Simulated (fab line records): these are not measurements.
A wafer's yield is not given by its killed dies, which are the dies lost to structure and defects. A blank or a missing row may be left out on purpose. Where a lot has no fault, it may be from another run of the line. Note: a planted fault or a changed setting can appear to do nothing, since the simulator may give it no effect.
What tool caused it? -- flow sky130 -- 11 lots with 33 wafers sampled at 2 steps, on a route of 708 steps

WHAT EACH GAUGE READ, for each wafer
SKY_LOCAL_INTERCONNECT_RS_MEAS_01: measures by four-point-probe.
lot,measured,on,LOCAL_INTERCONNECT_TIN_RS (ohm/sq)
L587,day 30 15:49,film metro-03,14.30 14.02 14.19
L589,day 31 10:31,film metro-02,14.25 14.49 14.40
L592,day 32 06:14,film metro-03,14.04 14.41 14.00
L593,day 32 05:35,film metro-03,14.46 13.99 14.28
L595,day 33 07:08,film metro-02,14.23 13.96 13.93
L596,day 33 09:19,film metro-04,14.17 14.12 14.58
L598,day 34 00:38,film metro-04,14.28 14.26 15.75
L601,day 34 21:23,film metro-02,14.17 14.11 14.34
L606,day 36 11:49,film metro-03,14.10 14.14 14.19
L608,day 36 22:41,film metro-03,14.44 13.98 14.16
L609,day 37 00:20,film metro-04,14.24 14.29 13.99

WHAT TOOL EACH LOT RAN ON (gives the tool, then ch and the chambers of the sampled wafers, and finally the start)
lot,SKY_LOCAL_INTERCONNECT_SPUTTER_00
L587,"pvd sputter-01, day 30 15:46"
L589,"pvd sputter-01, day 31 10:28"
L592,"pvd sputter-03, day 32 06:10"
L593,"pvd sputter-01, day 32 05:30"
L595,"pvd sputter-03, day 33 07:04"
L596,"pvd sputter-03, day 33 09:14"
L598,"pvd sputter-03, day 34 00:34"
L601,"pvd sputter-01, day 34 21:17"
L606,"pvd sputter-01, day 36 11:43"
L608,"pvd sputter-01, day 36 22:37"
L609,"pvd sputter-01, day 37 00:14"
- SKY_LOCAL_INTERCONNECT_SPUTTER_00: material TiN, target thk 100 nm, time 83.3 s.

THE ANSWER, worked out from the rows above alone
Rule: what is usual is taken from the lots themselves. The widest of any qualifying gaps counts: lots, ordered by their means at a reading, are off when they make up no more than a third of the lots, leave a main group of 4 or more, and stand apart from it by 3 or more times the standard deviation of that group's means. A main group is skipped when, at the precision printed for the reading in the tables above, its means are all equal. Also off: a lot with no number at a reading for which 4 or more lots have one. The other lots that the step has rows for count as sound.
Off: at SKY_LOCAL_INTERCONNECT_RS_MEAS_01 (LOCAL_INTERCONNECT_TIN_RS), L598. Main group: mean 14.20 ohm/sq, sd 0.087.
If a tool, at a process step before that reading, ran all the lots that are off and no sound lot after the first of them, it fits. Gauges at SKY_LOCAL_INTERCONNECT_RS_MEAS_01: tried the same way as those tools. One candidate fits, namely pvd sputter-03 at SKY_LOCAL_INTERCONNECT_SPUTTER_00. A fault onset in the window from L596 (day 33 09:14, its last sound lot) to L598 (day 34 00:34, its first lot off) fits.

WHAT THE SIMULATOR HAD INSERTED
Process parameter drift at SKY_LOCAL_INTERCONNECT_SPUTTER_00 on pvd sputter-03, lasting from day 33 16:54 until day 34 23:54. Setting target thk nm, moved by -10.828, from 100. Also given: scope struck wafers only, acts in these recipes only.
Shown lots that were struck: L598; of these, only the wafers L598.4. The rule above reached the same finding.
